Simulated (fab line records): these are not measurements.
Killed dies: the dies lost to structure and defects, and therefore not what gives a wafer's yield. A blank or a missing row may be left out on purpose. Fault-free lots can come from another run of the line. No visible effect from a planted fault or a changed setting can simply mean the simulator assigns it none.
The tool behind it: which one? || flow gf180mcu || Sampling: 14 lots, 42 wafers, 5 of 602 route steps

WHAT THE GAUGES SHOWED, per wafer
GF_V3_THK_MEAS_01. Usual: V3_CVD_00_THK gives 602 nm (standard deviation 5.8).
{"lot": "L537", "measured": "day 21 02:59", "on": "film metro-02", "V3_CVD_00_THK (nm)": "588 585 587", "flag": ""}
{"lot": "L538", "measured": "day 21 17:32", "on": "film metro-03", "V3_CVD_00_THK (nm)": "610 595 603", "flag": ""}
{"lot": "L539", "measured": "day 21 23:13", "on": "film metro-03", "V3_CVD_00_THK (nm)": "602 598 597", "flag": ""}
{"lot": "L540", "measured": "day 22 09:19", "on": "film metro-04", "V3_CVD_00_THK (nm)": "602 604 604", "flag": ""}
{"lot": "L541", "measured": "day 22 22:51", "on": "film metro-04", "V3_CVD_00_THK (nm)": "606 606 613", "flag": ""}
{"lot": "L542", "measured": "day 23 12:10", "on": "film metro-03", "V3_CVD_00_THK (nm)": "601 597 605", "flag": ""}
{"lot": "L543", "measured": "day 23 15:02", "on": "film metro-03", "V3_CVD_00_THK (nm)": "606 601 601", "flag": ""}
{"lot": "L544", "measured": "day 23 19:20", "on": "film metro-03", "V3_CVD_00_THK (nm)": "602 592 603", "flag": ""}
{"lot": "L546", "measured": "day 24 10:44", "on": "film metro-03", "V3_CVD_00_THK (nm)": "616 605 606", "flag": ""}
{"lot": "L548", "measured": "day 25 06:59", "on": "film metro-04", "V3_CVD_00_THK (nm)": "595 596 595", "flag": ""}
{"lot": "L550", "measured": "day 26 03:23", "on": "film metro-04", "V3_CVD_00_THK (nm)": "598 609 607", "flag": ""}
{"lot": "L555", "measured": "day 27 17:01", "on": "film metro-02", "V3_CVD_00_THK (nm)": "605 609 610", "flag": ""}
{"lot": "L556", "measured": "day 27 23:17", "on": "film metro-03", "V3_CVD_00_THK (nm)": "609 606 602", "flag": ""}
{"lot": "L557", "measured": "day 28 00:06", "on": "film metro-02", "V3_CVD_00_THK (nm)": "605 603 600", "flag": ""}

GF_M4_CD_MEAS_14 targets a cd of 280 nm. Usual: cd nm reads 279.9 nm (standard deviation 1.1).
{"lot": "L537", "measured": "day 23 03:37", "on": "cd sem-01", "cd nm (nm)": "279.0 279.6 279.0", "flag": ""}
{"lot": "L538", "measured": "day 23 16:28", "on": "cd sem-01", "cd nm (nm)": "280.3 278.4 279.7", "flag": ""}
{"lot": "L539", "measured": "day 23 22:58", "on": "cd sem-02", "cd nm (nm)": "280.4 279.7 280.4", "flag": ""}
{"lot": "L540", "measured": "day 24 09:30", "on": "cd sem-01", "cd nm (nm)": "278.3 277.4 279.4", "flag": ""}
{"lot": "L541", "measured": "day 24 21:15", "on": "cd sem-01", "cd nm (nm)": "279.8 279.7 279.9", "flag": ""}
{"lot": "L542", "measured": "day 25 09:32", "on": "cd sem-02", "cd nm (nm)": "279.0 281.1 279.9", "flag": ""}
{"lot": "L543", "measured": "day 25 13:19", "on": "cd sem-02", "cd nm (nm)": "280.3 280.3 279.5", "flag": ""}
{"lot": "L544", "measured": "day 25 16:37", "on": "cd sem-02", "cd nm (nm)": "279.1 280.4 278.5", "flag": ""}
{"lot": "L546", "measured": "day 26 05:35", "on": "cd sem-01", "cd nm (nm)": "280.1 281.2 280.6", "flag": ""}
{"lot": "L548", "measured": "day 27 01:07", "on": "cd sem-01", "cd nm (nm)": "279.8 281.6 280.0", "flag": ""}
{"lot": "L550", "measured": "day 27 22:19", "on": "cd sem-01", "cd nm (nm)": "281.3 280.6 280.6", "flag": ""}
{"lot": "L555", "measured": "day 29 09:42", "on": "cd sem-01", "cd nm (nm)": "278.7 279.1 278.5", "flag": ""}
{"lot": "L556", "measured": "day 29 15:20", "on": "cd sem-02", "cd nm (nm)": "278.9 278.9 280.1", "flag": ""}
{"lot": "L557", "measured": "day 29 16:25", "on": "cd sem-01", "cd nm (nm)": "280.1 279.2 279.2", "flag": ""}

WHAT TOOL EACH LOT RAN ON (gives the tool, then ch and the chambers of the sampled wafers, and finally the start)
{"lot": "L537", "GF_M3_SPUTTER_01": "pvd sputter-04, day 20 02:30", "GF_M3_METAL_ETCH_16": "rie metal-03 ch 0,1, day 21 02:14", "GF_M3_STRIP_17": "plasma asher-04 ch 0,1, day 21 02:21"}
{"lot": "L538", "GF_M3_SPUTTER_01": "pvd sputter-04, day 20 17:25", "GF_M3_METAL_ETCH_16": "rie metal-03 ch 0,1, day 21 16:49", "GF_M3_STRIP_17": "plasma asher-02 ch 0, day 21 16:55"}
{"lot": "L539", "GF_M3_SPUTTER_01": "pvd sputter-02, day 20 22:49", "GF_M3_METAL_ETCH_16": "rie metal-04 ch 0,1, day 21 22:27", "GF_M3_STRIP_17": "plasma asher-04 ch 0,1, day 21 22:34"}
{"lot": "L540", "GF_M3_SPUTTER_01": "pvd sputter-02, day 21 08:55", "GF_M3_METAL_ETCH_16": "rie metal-04 ch 0,1, day 22 08:36", "GF_M3_STRIP_17": "plasma asher-02 ch 0,1, day 22 08:43"}
{"lot": "L541", "GF_M3_SPUTTER_01": "pvd sputter-03, day 21 22:40", "GF_M3_METAL_ETCH_16": "rie metal-04 ch 0,1, day 22 22:06", "GF_M3_STRIP_17": "plasma asher-04 ch 0,1, day 22 22:13"}
{"lot": "L542", "GF_M3_SPUTTER_01": "pvd sputter-03, day 22 12:17", "GF_M3_METAL_ETCH_16": "rie metal-03 ch 0,1, day 23 11:27", "GF_M3_STRIP_17": "plasma asher-02 ch 0,1, day 23 11:34"}
{"lot": "L543", "GF_M3_SPUTTER_01": "pvd sputter-03, day 22 15:21", "GF_M3_METAL_ETCH_16": "rie metal-04 ch 0,1, day 23 14:20", "GF_M3_STRIP_17": "plasma asher-04 ch 0,1, day 23 14:26"}
{"lot": "L544", "GF_M3_SPUTTER_01": "pvd sputter-03, day 22 20:00", "GF_M3_METAL_ETCH_16": "rie metal-03 ch 0,1, day 23 18:37", "GF_M3_STRIP_17": "plasma asher-01 ch 0,1, day 23 18:43"}
{"lot": "L546", "GF_M3_SPUTTER_01": "pvd sputter-03, day 23 11:55", "GF_M3_METAL_ETCH_16": "rie metal-02 ch 0,1, day 24 10:02", "GF_M3_STRIP_17": "plasma asher-02 ch 0,1, day 24 10:09"}
{"lot": "L548", "GF_M3_SPUTTER_01": "pvd sputter-04, day 24 08:06", "GF_M3_METAL_ETCH_16": "rie metal-04 ch 0, day 25 06:10", "GF_M3_STRIP_17": "plasma asher-01 ch 1, day 25 06:16"}
{"lot": "L550", "GF_M3_SPUTTER_01": "pvd sputter-03, day 25 05:07", "GF_M3_METAL_ETCH_16": "rie metal-02 ch 0, day 26 02:29", "GF_M3_STRIP_17": "plasma asher-04 ch 0,1, day 26 02:41"}
{"lot": "L555", "GF_M3_SPUTTER_01": "pvd sputter-02, day 26 19:39", "GF_M3_METAL_ETCH_16": "rie metal-04 ch 0,1, day 27 16:19", "GF_M3_STRIP_17": "plasma asher-01 ch 0,1, day 27 16:25"}
{"lot": "L556", "GF_M3_SPUTTER_01": "pvd sputter-04, day 27 02:39", "GF_M3_METAL_ETCH_16": "rie metal-03 ch 0,1, day 27 22:32", "GF_M3_STRIP_17": "plasma asher-01 ch 0,1, day 27 22:39"}
{"lot": "L557", "GF_M3_SPUTTER_01": "pvd sputter-02, day 27 03:34", "GF_M3_METAL_ETCH_16": "rie metal-04 ch 0, day 27 23:22", "GF_M3_STRIP_17": "plasma asher-04 ch 0,1, day 27 23:28"}
- GF_M3_SPUTTER_01: material TiN, target thk 30 nm, time 25 s.
- GF_M3_METAL_ETCH_16: etches the open film in Cl2/BCl3, stops on SiO2, target depth 627.5 nm, time 104.6 s.
- GF_M3_STRIP_17: strips in O2/N2.

AS READ BY THE TOOLS THEMSELVES (means over the sampled wafers that have a number; for cases with no such wafer, the mark the record gives instead)
GF_M3_SPUTTER_01. Usual: cathode dc power W 6500.2 W, standard deviation 1.2; throttle valve pct 30.1 %, standard deviation 1.1.
{"lot": "L537", "tool": "pvd sputter-04", "cathode dc power W (W)": 6499.9, "throttle valve pct (%)": 29.0, "flag": ""}
{"lot": "L538", "tool": "pvd sputter-04", "cathode dc power W (W)": 6499.7, "throttle valve pct (%)": 28.1, "flag": ""}
{"lot": "L539", "tool": "pvd sputter-02", "cathode dc power W (W)": 6500.2, "throttle valve pct (%)": 30.8, "flag": ""}
{"lot": "L540", "tool": "pvd sputter-02", "cathode dc power W (W)": 6499.9, "throttle valve pct (%)": 30.4, "flag": ""}
{"lot": "L541", "tool": "pvd sputter-03", "cathode dc power W (W)": 6500.8, "throttle valve pct (%)": 30.4, "flag": ""}
{"lot": "L542", "tool": "pvd sputter-03", "cathode dc power W (W)": 6499.9, "throttle valve pct (%)": 30.0, "flag": ""}
{"lot": "L543", "tool": "pvd sputter-03", "cathode dc power W (W)": 6501.2, "throttle valve pct (%)": 30.1, "flag": ""}
{"lot": "L544", "tool": "pvd sputter-03", "cathode dc power W (W)": 6499.4, "throttle valve pct (%)": 30.3, "flag": ""}
{"lot": "L546", "tool": "pvd sputter-03", "cathode dc power W (W)": 6500.9, "throttle valve pct (%)": 30.0, "flag": ""}
{"lot": "L548", "tool": "pvd sputter-04", "cathode dc power W (W)": 6500.2, "throttle valve pct (%)": 28.5, "flag": ""}
{"lot": "L550", "tool": "pvd sputter-03", "cathode dc power W (W)": 6499.0, "throttle valve pct (%)": 30.1, "flag": ""}
{"lot": "L555", "tool": "pvd sputter-02", "cathode dc power W (W)": 6501.8, "throttle valve pct (%)": 30.2, "flag": ""}
{"lot": "L556", "tool": "pvd sputter-04", "cathode dc power W (W)": 6499.9, "throttle valve pct (%)": 28.6, "flag": ""}
{"lot": "L557", "tool": "pvd sputter-02", "cathode dc power W (W)": 6499.5, "throttle valve pct (%)": 31.3, "flag": ""}

GF_M3_METAL_ETCH_16. Usual: drypump motor current A 5.6 A, standard deviation 0.39; oes product au 0.973 a.u., standard deviation 0.0058; rf fwd power W 794.8 W, standard deviation 2.1; throttle valve pct 28.248 %, standard deviation 0.011.
{"lot": "L537", "tool": "rie metal-03", "drypump motor current A (A)": 5.5, "oes product au (a.u.)": 0.973, "rf fwd power W (W)": 795.4, "throttle valve pct (%)": 28.247, "flag": ""}
{"lot": "L538", "tool": "rie metal-03", "drypump motor current A (A)": 5.4, "oes product au (a.u.)": 0.976, "rf fwd power W (W)": 795.2, "throttle valve pct (%)": 28.239, "flag": ""}
{"lot": "L539", "tool": "rie metal-04", "drypump motor current A (A)": 5.6, "oes product au (a.u.)": 0.964, "rf fwd power W (W)": 796.5, "throttle valve pct (%)": 28.253, "flag": ""}
{"lot": "L540", "tool": "rie metal-04", "drypump motor current A (A)": 5.9, "oes product au (a.u.)": 0.966, "rf fwd power W (W)": 794.7, "throttle valve pct (%)": 28.255, "flag": ""}
{"lot": "L541", "tool": "rie metal-04", "drypump motor current A (A)": 5.5, "oes product au (a.u.)": 0.973, "rf fwd power W (W)": 795.1, "throttle valve pct (%)": 28.258, "flag": ""}
{"lot": "L542", "tool": "rie metal-03", "drypump motor current A (A)": 5.5, "oes product au (a.u.)": 0.980, "rf fwd power W (W)": 795.4, "throttle valve pct (%)": 28.233, "flag": ""}
{"lot": "L543", "tool": "rie metal-04", "drypump motor current A (A)": 5.9, "oes product au (a.u.)": 0.968, "rf fwd power W (W)": 795.9, "throttle valve pct (%)": 28.254, "flag": ""}
{"lot": "L544", "tool": "rie metal-03", "drypump motor current A (A)": 5.5, "oes product au (a.u.)": 0.975, "rf fwd power W (W)": 793.1, "throttle valve pct (%)": 28.247, "flag": ""}
{"lot": "L546", "tool": "rie metal-02", "drypump motor current A (A)": 5.5, "oes product au (a.u.)": 0.974, "rf fwd power W (W)": 795.2, "throttle valve pct (%)": 28.257, "flag": ""}
{"lot": "L548", "tool": "rie metal-04", "drypump motor current A (A)": 6.2, "oes product au (a.u.)": 0.974, "rf fwd power W (W)": 794.0, "throttle valve pct (%)": 28.244, "flag": ""}
{"lot": "L550", "tool": "rie metal-02", "drypump motor current A (A)": 5.3, "oes product au (a.u.)": 0.977, "rf fwd power W (W)": 794.7, "throttle valve pct (%)": 28.235, "flag": ""}
{"lot": "L555", "tool": "rie metal-04", "drypump motor current A (A)": 5.9, "oes product au (a.u.)": 0.907, "rf fwd power W (W)": 666.7, "throttle valve pct (%)": 28.318, "flag": "OFF"}
{"lot": "L556", "tool": "rie metal-03", "drypump motor current A (A)": 5.5, "oes product au (a.u.)": 0.979, "rf fwd power W (W)": 795.3, "throttle valve pct (%)": 28.234, "flag": ""}
{"lot": "L557", "tool": "rie metal-04", "drypump motor current A (A)": 6.2, "oes product au (a.u.)": 0.915, "rf fwd power W (W)": 667.9, "throttle valve pct (%)": 28.314, "flag": "OFF"}

GF_M3_STRIP_17. Usual: drypump motor current A 5.9 A, standard deviation 0.51; heater power w 332 W, standard deviation 29; oes product au 0.557 a.u., standard deviation 0.0046; strip time to endpoint s 7.86 s, standard deviation 0.033.
{"lot": "L537", "tool": "plasma asher-04", "drypump motor current A (A)": 5.6, "heater power w (W)": 351, "oes product au (a.u.)": 0.561, "strip time to endpoint s (s)": 7.87, "flag": ""}
{"lot": "L538", "tool": "plasma asher-02", "drypump motor current A (A)": 6.5, "heater power w (W)": 384, "oes product au (a.u.)": 0.558, "strip time to endpoint s (s)": 7.86, "flag": ""}
{"lot": "L539", "tool": "plasma asher-04", "drypump motor current A (A)": 5.6, "heater power w (W)": 344, "oes product au (a.u.)": 0.555, "strip time to endpoint s (s)": 7.84, "flag": ""}
{"lot": "L540", "tool": "plasma asher-02", "drypump motor current A (A)": 6.2, "heater power w (W)": 360, "oes product au (a.u.)": 0.555, "strip time to endpoint s (s)": 7.84, "flag": ""}
{"lot": "L541", "tool": "plasma asher-04", "drypump motor current A (A)": 5.3, "heater power w (W)": 338, "oes product au (a.u.)": 0.550, "strip time to endpoint s (s)": 7.84, "flag": ""}
{"lot": "L542", "tool": "plasma asher-02", "drypump motor current A (A)": 6.2, "heater power w (W)": 354, "oes product au (a.u.)": 0.556, "strip time to endpoint s (s)": 7.81, "flag": ""}
{"lot": "L543", "tool": "plasma asher-04", "drypump motor current A (A)": 5.3, "heater power w (W)": 334, "oes product au (a.u.)": 0.556, "strip time to endpoint s (s)": 7.85, "flag": ""}
{"lot": "L544", "tool": "plasma asher-01", "drypump motor current A (A)": 6.3, "heater power w (W)": 311, "oes product au (a.u.)": 0.560, "strip time to endpoint s (s)": 7.89, "flag": ""}
{"lot": "L546", "tool": "plasma asher-02", "drypump motor current A (A)": 5.8, "heater power w (W)": 326, "oes product au (a.u.)": 0.560, "strip time to endpoint s (s)": 7.88, "flag": ""}
{"lot": "L548", "tool": "plasma asher-01", "drypump motor current A (A)": 6.1, "heater power w (W)": 327, "oes product au (a.u.)": 0.556, "strip time to endpoint s (s)": 7.87, "flag": ""}
{"lot": "L550", "tool": "plasma asher-04", "drypump motor current A (A)": 5.6, "heater power w (W)": 346, "oes product au (a.u.)": 0.555, "strip time to endpoint s (s)": 7.86, "flag": ""}
{"lot": "L555", "tool": "plasma asher-01", "drypump motor current A (A)": 6.3, "heater power w (W)": 311, "oes product au (a.u.)": 0.570, "strip time to endpoint s (s)": 8.25, "flag": "OFF"}
{"lot": "L556", "tool": "plasma asher-01", "drypump motor current A (A)": 6.3, "heater power w (W)": 303, "oes product au (a.u.)": 0.553, "strip time to endpoint s (s)": 7.87, "flag": ""}
{"lot": "L557", "tool": "plasma asher-04", "drypump motor current A (A)": 5.5, "heater power w (W)": 341, "oes product au (a.u.)": 0.570, "strip time to endpoint s (s)": 8.22, "flag": "OFF"}

THE ANSWER, worked out from the rows above alone
Rule: a lot is off if the mean of its wafers that have a number lies more than 3 standard deviations from the usual mean. A lot without any number at a reading at which 4 lots or more have one is off too. Where the step has rows for the other lots, those lots are counted as sound. Order of review: gauges by route order, followed by the tools' own readings, for which a lot's mean as printed above is used. The first step at which some lot is off is used, and at that step the reading that is off furthest; a lot without a number counts as furthest.
Off: L555, L557 (GF_M3_METAL_ETCH_16, rf fwd power W).
A tool fits if, at that step or a process step before it, it ran every lot that is off, and no sound lot after the first of them. Can't be told from this: 2 tools fit, pvd sputter-02 at GF_M3_SPUTTER_01, rie metal-04 at GF_M3_METAL_ETCH_16.

WHAT THE SIMULATOR HAD PUT IN
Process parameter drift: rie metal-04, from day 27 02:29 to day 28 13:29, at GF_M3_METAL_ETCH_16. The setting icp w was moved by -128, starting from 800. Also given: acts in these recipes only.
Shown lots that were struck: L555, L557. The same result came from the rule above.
